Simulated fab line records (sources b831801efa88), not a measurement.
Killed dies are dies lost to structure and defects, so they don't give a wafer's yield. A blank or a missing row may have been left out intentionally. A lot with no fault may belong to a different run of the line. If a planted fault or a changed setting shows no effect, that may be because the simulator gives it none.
The tool behind it: which one? / flow sky130 / 12 lots with 34 wafers sampled at 5 steps, on a route of 708 steps

## WHAT THE GAUGES SHOWED, per wafer
SKY_VT_ADJUST_HVTP_OVL_MEAS_08.
lot=L734; measured=day 6 19:04; on=overlay-01; VT_ADJUST_HVTP_OVL (nm)=0.6 1.4 1.0
lot=L745; measured=day 9 11:22; on=overlay-02; VT_ADJUST_HVTP_OVL (nm)=0.1 0.8 1.3
lot=L746; measured=day 9 19:55; on=overlay-02; VT_ADJUST_HVTP_OVL (nm)=1.6 1.3 2.3
lot=L747; measured=day 10 03:46; on=overlay-02; VT_ADJUST_HVTP_OVL (nm)=1.9 0.7
lot=L751; measured=day 11 05:55; on=overlay-01; VT_ADJUST_HVTP_OVL (nm)=1.7 1.6 1.6
lot=L752; measured=day 11 13:58; on=overlay-01; VT_ADJUST_HVTP_OVL (nm)=1.3 2.6 1.3
lot=L753; measured=day 11 15:10; on=overlay-02; VT_ADJUST_HVTP_OVL (nm)=-0.6 0.1 -0.2
lot=L755; measured=day 12 04:10; on=overlay-01; VT_ADJUST_HVTP_OVL (nm)=0.4 2.1 1.0
lot=L756; measured=day 12 07:46; on=overlay-02; VT_ADJUST_HVTP_OVL (nm)=2.4 2.0

SKY_LDD_HVP_TW_MEAS_10.
lot=L734; measured=day 23 02:49; on=film-metro-03; LDD_HVP_TW=452 456 451
lot=L745; measured=day 26 13:01; on=film-metro-04; LDD_HVP_TW=464 464 463
lot=L746; measured=day 27 03:54; on=film-metro-04; LDD_HVP_TW=459 462 459
lot=L747; measured=day 27 06:32; on=film-metro-03; LDD_HVP_TW=454 455
lot=L751; measured=day 28 13:25; on=film-metro-01; LDD_HVP_TW=456 456 457
lot=L752; measured=day 29 01:23; on=film-metro-04; LDD_HVP_TW=461 463 460
lot=L753; measured=day 29 05:35; on=film-metro-01; LDD_HVP_TW=460 457 457
lot=L755; measured=day 29 16:34; on=film-metro-04; LDD_HVP_TW=463 461 463
lot=L756; measured=day 29 17:40; on=film-metro-04; LDD_HVP_TW=463 461

## WHICH TOOL RAN EACH LOT (tool, then ch and the chambers of the sampled wafers, then the start)
lot=L734; SKY_FIELD_ISO_ETCH_15=rie-diel-04 ch 1,2,3, day 2 12:44; SKY_FIELD_ISO_STRIP_16=plasma-asher-01 ch 0,1, day 2 12:48; SKY_NWELL_STRIP_25=plasma-asher-03 ch 0,1, day 5 23:33
lot=L738; SKY_FIELD_ISO_ETCH_15=rie-diel-02 ch 0,1, day 3 10:11; SKY_FIELD_ISO_STRIP_16=plasma-asher-02 ch 0,1, day 3 10:15; SKY_NWELL_STRIP_25=-
lot=L739; SKY_FIELD_ISO_ETCH_15=rie-diel-01 ch 0,1,3, day 3 13:47; SKY_FIELD_ISO_STRIP_16=plasma-asher-04 ch 0,1, day 3 13:51; SKY_NWELL_STRIP_25=-
lot=L740; SKY_FIELD_ISO_ETCH_15=rie-diel-01 ch 1,3, day 3 20:34; SKY_FIELD_ISO_STRIP_16=plasma-asher-01 ch 1, day 3 20:37; SKY_NWELL_STRIP_25=-
lot=L745; SKY_FIELD_ISO_ETCH_15=rie-diel-04 ch 1,2,3, day 4 20:52; SKY_FIELD_ISO_STRIP_16=plasma-asher-04 ch 0,1, day 4 20:57; SKY_NWELL_STRIP_25=plasma-asher-03 ch 0,1, day 8 12:42
lot=L746; SKY_FIELD_ISO_ETCH_15=rie-diel-01 ch 0,1,2, day 5 01:19; SKY_FIELD_ISO_STRIP_16=plasma-asher-02 ch 0,1, day 5 01:22; SKY_NWELL_STRIP_25=plasma-asher-04 ch 0,1, day 8 20:53
lot=L747; SKY_FIELD_ISO_ETCH_15=rie-diel-01 ch 0,3, day 5 08:38; SKY_FIELD_ISO_STRIP_16=plasma-asher-01 ch 0, day 5 08:42; SKY_NWELL_STRIP_25=plasma-asher-01 ch 0,1, day 9 04:32
lot=L751; SKY_FIELD_ISO_ETCH_15=rie-diel-01 ch 0,1, day 6 05:44; SKY_FIELD_ISO_STRIP_16=plasma-asher-02 ch 0,1, day 6 05:48; SKY_NWELL_STRIP_25=plasma-asher-04 ch 0,1, day 10 05:14
lot=L752; SKY_FIELD_ISO_ETCH_15=rie-diel-02 ch 1,2, day 6 10:29; SKY_FIELD_ISO_STRIP_16=plasma-asher-01 ch 0,1, day 6 10:33; SKY_NWELL_STRIP_25=plasma-asher-04 ch 0,1, day 10 13:11
lot=L753; SKY_FIELD_ISO_ETCH_15=rie-diel-01 ch 1,2,3, day 6 13:17; SKY_FIELD_ISO_STRIP_16=plasma-asher-01 ch 0,1, day 6 13:21; SKY_NWELL_STRIP_25=plasma-asher-03 ch 0,1, day 10 14:08
lot=L755; SKY_FIELD_ISO_ETCH_15=rie-diel-01 ch 1,2,3, day 6 23:23; SKY_FIELD_ISO_STRIP_16=plasma-asher-02 ch 0,1, day 6 23:27; SKY_NWELL_STRIP_25=plasma-asher-01 ch 0,1, day 11 02:13
lot=L756; SKY_FIELD_ISO_ETCH_15=rie-diel-01 ch 0,1, day 7 03:41; SKY_FIELD_ISO_STRIP_16=plasma-asher-04 ch 1, day 7 03:47; SKY_NWELL_STRIP_25=plasma-asher-01 ch 0,1, day 11 05:43
- SKY_FIELD_ISO_ETCH_15: etches the open film in CHF3/O2, stops on Si, target depth 180 nm, time 72 s.
- SKY_FIELD_ISO_STRIP_16: strips in O2/N2.
- SKY_NWELL_STRIP_25: strips in O2/N2.

## WHAT THE TOOLS THEMSELVES READ (means of the sampled wafers that have a number; where no wafer has one, the mark that the record gives instead)
SKY_FIELD_ISO_ETCH_15.
lot=L734; tool=rie-diel-04; O2_flow_sccm (sccm)=4.987; bias-w (W)=200.0; chf3-flow-sccm (sccm)=49.95; drypump-motor-current-A (A)=6.1; oes-product-au (a.u.)=0.947; throttle-valve-pct (%)=8.842
lot=L738; tool=rie-diel-02; O2_flow_sccm (sccm)=-; bias-w (W)=-; chf3-flow-sccm (sccm)=-; drypump-motor-current-A (A)=-; oes-product-au (a.u.)=-; throttle-valve-pct (%)=-
lot=L739; tool=rie-diel-01; O2_flow_sccm (sccm)=-; bias-w (W)=-; chf3-flow-sccm (sccm)=-; drypump-motor-current-A (A)=-; oes-product-au (a.u.)=-; throttle-valve-pct (%)=-
lot=L740; tool=rie-diel-01; O2_flow_sccm (sccm)=-; bias-w (W)=-; chf3-flow-sccm (sccm)=-; drypump-motor-current-A (A)=-; oes-product-au (a.u.)=-; throttle-valve-pct (%)=-
lot=L745; tool=rie-diel-04; O2_flow_sccm (sccm)=4.994; bias-w (W)=199.6; chf3-flow-sccm (sccm)=50.03; drypump-motor-current-A (A)=6.1; oes-product-au (a.u.)=0.948; throttle-valve-pct (%)=8.839
lot=L746; tool=rie-diel-01; O2_flow_sccm (sccm)=5.002; bias-w (W)=200.4; chf3-flow-sccm (sccm)=49.89; drypump-motor-current-A (A)=5.6; oes-product-au (a.u.)=0.939; throttle-valve-pct (%)=8.842
lot=L747; tool=rie-diel-01; O2_flow_sccm (sccm)=4.998; bias-w (W)=200.4; chf3-flow-sccm (sccm)=50.06; drypump-motor-current-A (A)=5.6; oes-product-au (a.u.)=0.953; throttle-valve-pct (%)=8.843
lot=L751; tool=rie-diel-01; O2_flow_sccm (sccm)=4.996; bias-w (W)=199.9; chf3-flow-sccm (sccm)=50.05; drypump-motor-current-A (A)=5.9; oes-product-au (a.u.)=0.952; throttle-valve-pct (%)=8.848
lot=L752; tool=rie-diel-02; O2_flow_sccm (sccm)=4.980; bias-w (W)=200.6; chf3-flow-sccm (sccm)=49.90; drypump-motor-current-A (A)=5.0; oes-product-au (a.u.)=0.939; throttle-valve-pct (%)=8.839
lot=L753; tool=rie-diel-01; O2_flow_sccm (sccm)=5.012; bias-w (W)=200.3; chf3-flow-sccm (sccm)=49.86; drypump-motor-current-A (A)=5.2; oes-product-au (a.u.)=0.941; throttle-valve-pct (%)=8.840
lot=L755; tool=rie-diel-01; O2_flow_sccm (sccm)=4.984; bias-w (W)=199.9; chf3-flow-sccm (sccm)=49.97; drypump-motor-current-A (A)=5.2; oes-product-au (a.u.)=0.944; throttle-valve-pct (%)=8.842
lot=L756; tool=rie-diel-01; O2_flow_sccm (sccm)=4.992; bias-w (W)=200.5; chf3-flow-sccm (sccm)=50.33; drypump-motor-current-A (A)=5.7; oes-product-au (a.u.)=0.941; throttle-valve-pct (%)=8.846

SKY_FIELD_ISO_STRIP_16.
lot=L734; tool=plasma-asher-01; drypump-motor-current-A (A)=5.9; oes-product-au (a.u.)=0.378; strip-time-to-endpoint-s (s)=3.54
lot=L738; tool=plasma-asher-02; drypump-motor-current-A (A)=6.2; oes-product-au (a.u.)=0.452; strip-time-to-endpoint-s (s)=5.22
lot=L739; tool=plasma-asher-04; drypump-motor-current-A (A)=5.9; oes-product-au (a.u.)=0.445; strip-time-to-endpoint-s (s)=5.19
lot=L740; tool=plasma-asher-01; drypump-motor-current-A (A)=6.1; oes-product-au (a.u.)=0.443; strip-time-to-endpoint-s (s)=5.19
lot=L745; tool=plasma-asher-04; drypump-motor-current-A (A)=5.9; oes-product-au (a.u.)=0.373; strip-time-to-endpoint-s (s)=3.52
lot=L746; tool=plasma-asher-02; drypump-motor-current-A (A)=6.4; oes-product-au (a.u.)=0.380; strip-time-to-endpoint-s (s)=3.54
lot=L747; tool=plasma-asher-01; drypump-motor-current-A (A)=5.4; oes-product-au (a.u.)=0.385; strip-time-to-endpoint-s (s)=3.62
lot=L751; tool=plasma-asher-02; drypump-motor-current-A (A)=6.2; oes-product-au (a.u.)=0.377; strip-time-to-endpoint-s (s)=3.51
lot=L752; tool=plasma-asher-01; drypump-motor-current-A (A)=5.6; oes-product-au (a.u.)=0.377; strip-time-to-endpoint-s (s)=3.58
lot=L753; tool=plasma-asher-01; drypump-motor-current-A (A)=5.6; oes-product-au (a.u.)=0.382; strip-time-to-endpoint-s (s)=3.56
lot=L755; tool=plasma-asher-02; drypump-motor-current-A (A)=6.4; oes-product-au (a.u.)=0.383; strip-time-to-endpoint-s (s)=3.57
lot=L756; tool=plasma-asher-04; drypump-motor-current-A (A)=6.3; oes-product-au (a.u.)=0.380; strip-time-to-endpoint-s (s)=3.52

SKY_NWELL_STRIP_25.
lot=L734; tool=plasma-asher-03; drypump-motor-current-A (A)=5.4; oes-product-au (a.u.)=0.727; strip-time-to-endpoint-s (s)=36.90
lot=L745; tool=plasma-asher-03; drypump-motor-current-A (A)=5.4; oes-product-au (a.u.)=0.721; strip-time-to-endpoint-s (s)=36.97
lot=L746; tool=plasma-asher-04; drypump-motor-current-A (A)=5.6; oes-product-au (a.u.)=0.728; strip-time-to-endpoint-s (s)=36.94
lot=L747; tool=plasma-asher-01; drypump-motor-current-A (A)=5.8; oes-product-au (a.u.)=0.721; strip-time-to-endpoint-s (s)=36.97
lot=L751; tool=plasma-asher-04; drypump-motor-current-A (A)=5.9; oes-product-au (a.u.)=0.722; strip-time-to-endpoint-s (s)=36.86
lot=L752; tool=plasma-asher-04; drypump-motor-current-A (A)=6.0; oes-product-au (a.u.)=0.724; strip-time-to-endpoint-s (s)=36.96
lot=L753; tool=plasma-asher-03; drypump-motor-current-A (A)=5.4; oes-product-au (a.u.)=0.719; strip-time-to-endpoint-s (s)=36.92
lot=L755; tool=plasma-asher-01; drypump-motor-current-A (A)=5.9; oes-product-au (a.u.)=0.720; strip-time-to-endpoint-s (s)=36.97
lot=L756; tool=plasma-asher-01; drypump-motor-current-A (A)=5.8; oes-product-au (a.u.)=0.722; strip-time-to-endpoint-s (s)=37.02

## THE ANSWER, worked out from the rows above alone
Rule: the usual values come from the lots themselves. The widest of any qualifying gaps counts: lots, ordered by their means at a reading, are off when they make up no more than a third of the lots, leave a main group of 4 or more, and stand apart from it by 3 or more times the standard deviation of that group's means. A main group whose means are all the same, to the digits that the tables above print for the reading, isn't used. Also off: a lot with no number at a reading for which 4 or more lots have one. Any other lot the step has rows for is counted as sound. The gauges are gone through in route order, then the tools' own readings, and for those a lot's mean is taken as printed above. The first step at which some lot is off is used, and at that step the reading that is off furthest; a lot without a number counts as furthest.
Off: L738, L739, L740, at SKY_FIELD_ISO_ETCH_15 (O2_flow_sccm). Without a number there: L738, L739, L740. The main group has a mean of 4.994 sccm with a standard deviation of 0.0092.
If a tool, at that step or one of the process steps before it, ran each lot that is off and ran no sound lot following the first of them, it fits. None of those tried fits.

## WHAT WAS PUT IN BY THE SIMULATOR
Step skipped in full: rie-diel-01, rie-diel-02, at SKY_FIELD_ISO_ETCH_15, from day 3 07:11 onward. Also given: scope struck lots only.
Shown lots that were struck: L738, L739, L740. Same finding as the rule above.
